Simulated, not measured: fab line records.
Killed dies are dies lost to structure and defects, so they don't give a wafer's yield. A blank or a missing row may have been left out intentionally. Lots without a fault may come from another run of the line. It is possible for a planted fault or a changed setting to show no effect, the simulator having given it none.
Matching of chambers || flow sky130 || SKY_LI_CONTACT_CMP_02 on cmp-01 has 4 sister chambers
The step polishes PSG. 4 wafers are shown with their chamber, then 7 later ones without.

WAFERS WITH THEIR CHAMBER
{"wafer": "L271.5", "chamber": 1, "motorCurrentA (A)": 12.5}
{"wafer": "L273.5", "chamber": 2, "motorCurrentA (A)": 13.1}
{"wafer": "L275.2", "chamber": 0, "motorCurrentA (A)": 15.0}
{"wafer": "L275.3", "chamber": 3, "motorCurrentA (A)": 13.4}

WAFERS WHOSE CHAMBER IS MISSING
{"wafer": "L275.6", "motorCurrentA (A)": 12.8}
{"wafer": "L277.1", "motorCurrentA (A)": 12.9}
{"wafer": "L277.5", "motorCurrentA (A)": 13.7}
{"wafer": "L277.6", "motorCurrentA (A)": 12.8}
{"wafer": "L279.1", "motorCurrentA (A)": 13.3}
{"wafer": "L279.4", "motorCurrentA (A)": 14.5}
{"wafer": "L279.5", "motorCurrentA (A)": 14.2}

WHICH CHAMBER EACH WENT THROUGH
{"wafer": "L275.6", "from the rows above": "can't be placed: 2 or 1 or 3", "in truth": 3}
{"wafer": "L277.1", "from the rows above": "can't be placed: 2 or 1 or 3", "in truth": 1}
{"wafer": "L277.5", "from the rows above": "can't be placed: 3 or 2", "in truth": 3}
{"wafer": "L277.6", "from the rows above": "can't be placed: 2 or 1 or 3", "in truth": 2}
{"wafer": "L279.1", "from the rows above": "can't be placed: 3 or 2 or 1", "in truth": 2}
{"wafer": "L279.4", "from the rows above": "can't be placed: 0 or 3", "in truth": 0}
{"wafer": "L279.5", "from the rows above": "can't be placed: 3 or 0 or 2", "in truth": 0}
Placed correctly: 0 of 7. From these rows, 7 cannot be placed; in 7 the true chamber is one of the candidates. 0 placed wrongly.
How it was worked out, from the rows above alone: a wafer's distance from a chamber is the root of the sum, over the readings, of the square of ((its reading less the chamber's mean) divided by the reading's scatter). The wafer belongs to the nearest chamber; if the next one is less than 2 further off, it can't be placed. Each chamber's mean is taken over the wafers shown for it. The scatter (one wafer shown for each chamber): square how far every hidden wafer sits from the nearest shown wafer, average those squares and take the square root.
